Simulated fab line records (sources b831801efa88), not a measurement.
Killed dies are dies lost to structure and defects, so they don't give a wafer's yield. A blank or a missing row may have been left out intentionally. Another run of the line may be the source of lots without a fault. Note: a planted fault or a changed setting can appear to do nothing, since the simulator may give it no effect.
A lot that was struck, set against a sound lot || flow sky130 || 16 steps out of a route of 708
Sound: wafers L414.1, L414.3, L414.5. The struck wafers were L425.1, L425.2, L425.6. The cause is given at the end.
Order at every step that has rows: each side's tool, ch and its chambers, its first start. Under that, the readings that differ: sound wafers || struck wafers || difference of the means || sigmas: that difference in standard deviations of wafers without a fault.
alike: words and numbers the same on both sides, and readings whose means are apart by under 2 such deviations; not compared: readings that were withheld, readings missing a value for some wafer, numbers with overlapping values and no deviation given by the record, and bounds like >300 which may hide the same value.
The two part at a step that has a row with sigmas, a row that says differs or no value, or rows on one side only. Numbers that have no deviation but don't overlap get no sigmas and don't part them. A reading that every wafer of one side lacks parts them only if that side has two wafers or more.

first, 5 steps without rows for these wafers: SKY_POLY_GATE_COAT_08 (resist thk 450 nm); SKY_POLY_GATE_SOFTBAKE_09 (time 90 s); SKY_POLY_GATE_EXPOSE_10 (exposes mask P1M, target cd 150 nm); SKY_POLY_GATE_PEB_11; SKY_POLY_GATE_DEVELOP_12 (develop time 60 s).
SKY_POLY_GATE_CD_MEAS_13 targets a cd of 150 nm.
  sound on cd-sem-01, day 20 06:16; struck on cd-sem-02, day 24 17:12
  alike: cd-nm
SKY_POLY_GATE_OVL_MEAS_14:
  sound on overlay-01, day 20 06:23; struck on overlay-01, day 24 17:19
  alike: POLY_GATE_OVL
SKY_POLY_GATE_ETCH_15: etches BARC in N2/H2, stops on SiO2, time 118.5 s, target depth 110 nm.
  sound on rie-diel-02 ch 0,1,3, day 20 06:25; struck on rie-diel-04 ch 0,3, day 24 17:22
  alike: bias-w, drypump-motor-current-A, oes-product-au, throttle-valve-pct
  not compared: rf-hours-counter-h
SKY_POLY_GATE_ETCH_16: etches Si3N4 in CH3F/O2, stops on poly-Si, time 147.5 s, target depth 75 nm.
  sound on rie-diel-02 ch 0,1,3, day 20 06:31; struck on rie-diel-04 ch 0,3, day 24 17:26
  alike: bias-w, drypump-motor-current-A, oes-product-au, throttle-valve-pct
  not compared: rf-hours-counter-h
SKY_POLY_GATE_ETCH_17: etches poly-Si in HBr/Cl2, stops on SiO2, target depth 180 nm, time 70.5 s.
  sound on rie-si-02 ch 0,2,3, day 20 06:36; struck on rie-si-02 ch 1,2, day 24 17:32
  alike: HBr_flow_sccm, bias-w, drypump-motor-current-A, oes-product-au, throttle-valve-pct
  not compared: rf-hours-counter-h
SKY_POLY_GATE_STRIP_18: strips in O2/N2.
  sound on plasma-asher-04 ch 0,1, day 20 06:40; struck on plasma-asher-02 ch 0,1, day 24 17:35
  alike: drypump-motor-current-A, oes-product-au, strip-time-to-endpoint-s
  not compared: rf-hours-counter-h
then, 1 step without rows for these wafers: SKY_POLY_GATE_CLEAN_19 (cleans in SC1/SC2, time 150 s).
SKY_POLY_GATE_OXIDATION_20: stabilise 600 s, purge 300 s, target thk 4 nm.
  sound on furnace-02 ch 0, day 20 06:49; struck on furnace-01 ch 0, day 24 17:44
{"reading": "spike-tc-centre-C (C)", "sound": "852.3 854.9 851.7", "struck": "895.1 895.0 894.4", "difference": "+41.9", "sigmas": "+22"}
{"reading": "spike-tc-lower-C (C)", "sound": "850.3 850.9 849.7", "struck": "844.8 846.3 847.4", "difference": -4.1, "sigmas": -4}
{"reading": "spike-tc-upper-C (C)", "sound": "849.3 848.8 850.6", "struck": "844.6 846.1 844.6", "difference": -4.5, "sigmas": -4}
{"reading": "zone-power-centre-pct (%)", "sound": "18.1 18.0 18.4", "struck": "41.4 41.8 42.4", "difference": "+23.7", "sigmas": "+12"}
{"reading": "zone-power-lower-pct (%)", "sound": "17.2 16.9 16.9", "struck": "8.0 8.0 8.1", "difference": -9.0, "sigmas": -10}
{"reading": "zone-power-upper-pct (%)", "sound": "15.7 15.7 15.4", "struck": "10.0 10.0 9.8", "difference": -5.7, "sigmas": -4}
{"reading": "model.SiO2_of_POLY_GATE_OXIDATION_20.thk-nm (nm)", "sound": "3.967 3.944 3.959", "struck": "5.098 5.218 5.082", "difference": "+1.176", "sigmas": ""}
  alike: tube-center-temp-C
SKY_POLY_GATE_THK_MEAS_21:
  sound on film-metro-01, day 20 08:04; struck on film-metro-04, day 24 18:59
{"reading": "POLY_GATE_OXIDATION_THK (nm)", "sound": "3.96 3.91 3.98", "struck": "5.14 5.24 5.08", "difference": "+1.20", "sigmas": "+15"}
SKY_POLY_GATE_CD_MEAS_22:
  sound on cd-sem-02, day 20 08:07; struck on cd-sem-02, day 24 19:03
  alike: cd-nm
-- the record jumps here: 26 days lie between the struck wafers' starts before and after (it left off in module POLY_GATE and takes up again in module PAD_OPEN, whose first step shown is number 708 of the route) --
SKY_PAD_OPEN_PROBE_99:
  sound on prober-01, day 48 10:37; struck on prober-01, day 51 02:43
{"reading": "model.etest.tip-p.rs-ohm-sq", "sound": "6834 6832 6780", "struck": "7103 7124 7067", "difference": "+283", "sigmas": ""}
{"reading": "model.etest.tip-sonos.rs-ohm-sq", "sound": "2734 2764 2791", "struck": "2845 2857 2834", "difference": "+82", "sigmas": ""}
{"reading": "model.etest.tip-n.rs-ohm-sq", "sound": "440.4 442.1 442.5", "struck": "464.6 465.1 469.9", "difference": "+24.9", "sigmas": ""}
{"reading": "model.etest.res-pdiff.rs-ohm-sq", "sound": "197 198.9 197.5", "struck": "202.1 203.8 203.9", "difference": "+5.5", "sigmas": ""}
{"reading": "model.etest.res-pdiff-hv.rs-ohm-sq", "sound": "190 192.2 192.4", "struck": "194.4 196.6 197.1", "difference": "+4.5", "sigmas": ""}
{"reading": "model.etest.res-ndiff.rs-ohm-sq", "sound": "119.3 118.9 118.8", "struck": "121.3 122.1 121.6", "difference": "+2.7", "sigmas": ""}
  alike: killed_at_M0_to_M3, killed_at_M4_up, killed-at-contacts, killed-at-front-end, killed-at-other, killed-dies, killed-open, killed-short

== WHERE THEY PART ==
Earliest at SKY_POLY_GATE_OXIDATION_20; latest, in this record, at SKY_POLY_GATE_THK_MEAS_21. Later steps at which nothing parts them and some readings are alike: SKY_POLY_GATE_CD_MEAS_22, SKY_PAD_OPEN_PROBE_99.

WHY: whatever the simulator had introduced
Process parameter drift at SKY_POLY_GATE_OXIDATION_20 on furnace-01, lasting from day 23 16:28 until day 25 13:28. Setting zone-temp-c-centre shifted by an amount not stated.
